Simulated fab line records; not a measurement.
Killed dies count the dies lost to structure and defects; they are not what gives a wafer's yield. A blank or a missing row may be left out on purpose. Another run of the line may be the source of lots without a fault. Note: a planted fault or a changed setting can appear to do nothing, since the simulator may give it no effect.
The tool behind it: which one? / flow sky130 / 12 lots, 36 wafers sampled, at 1 step of a route of 708

== WHAT EACH GAUGE READ, for each wafer ==
SKY_POLY_CUT_CD_MEAS_08: target cd 270 nm.
lot=L076; measured=day 25 17:55; on=cd sem-02; cd nm (nm)=268.0 267.7 268.9
lot=L077; measured=day 25 18:20; on=cd sem-02; cd nm (nm)=268.4 270.1 269.5
lot=L079; measured=day 25 20:11; on=cd sem-02; cd nm (nm)=266.1 266.6 266.9
lot=L081; measured=day 26 22:25; on=cd sem-02; cd nm (nm)=269.9 270.6 270.5
lot=L083; measured=day 27 09:41; on=cd sem-01; cd nm (nm)=268.6 269.0 268.6
lot=L084; measured=day 28 00:07; on=cd sem-01; cd nm (nm)=271.3 269.1 270.7
lot=L087; measured=day 28 14:47; on=cd sem-02; cd nm (nm)=268.9 269.6 270.7
lot=L089; measured=day 29 06:44; on=cd sem-01; cd nm (nm)=272.2 271.4 272.9
lot=L091; measured=day 30 03:26; on=cd sem-01; cd nm (nm)=270.1 269.1 270.3
lot=L093; measured=day 30 20:32; on=cd sem-01; cd nm (nm)=268.6 267.9 267.8
lot=L095; measured=day 31 10:12; on=cd sem-01; cd nm (nm)=271.3 271.4 271.7
lot=L097; measured=day 32 01:47; on=cd sem-01; cd nm (nm)=267.9 269.5 268.7

== WHAT TOOL EACH LOT RAN ON (gives the tool, then ch and the chambers of the sampled wafers, and finally the start) ==
The record holds no process step before these readings.

== THE ANSWER, worked out from the rows above alone ==
Rule: what is usual is taken from the lots themselves. The widest of any qualifying gaps counts: lots, ordered by their means at a reading, are off when they make up no more than a third of the lots, leave a main group of 4 or more, and stand apart from it by 3 or more times the standard deviation of that group's means. The tables above print the reading to a certain number of digits; a main group whose means all agree to those digits is not used. Also off: a lot with no number at a reading for which 4 or more lots have one. Where the step has rows for the other lots, those lots are counted as sound.
No lot is off at any reading shown: from this, nothing can be told.

== WHAT THE SIMULATOR HAD PUT IN ==
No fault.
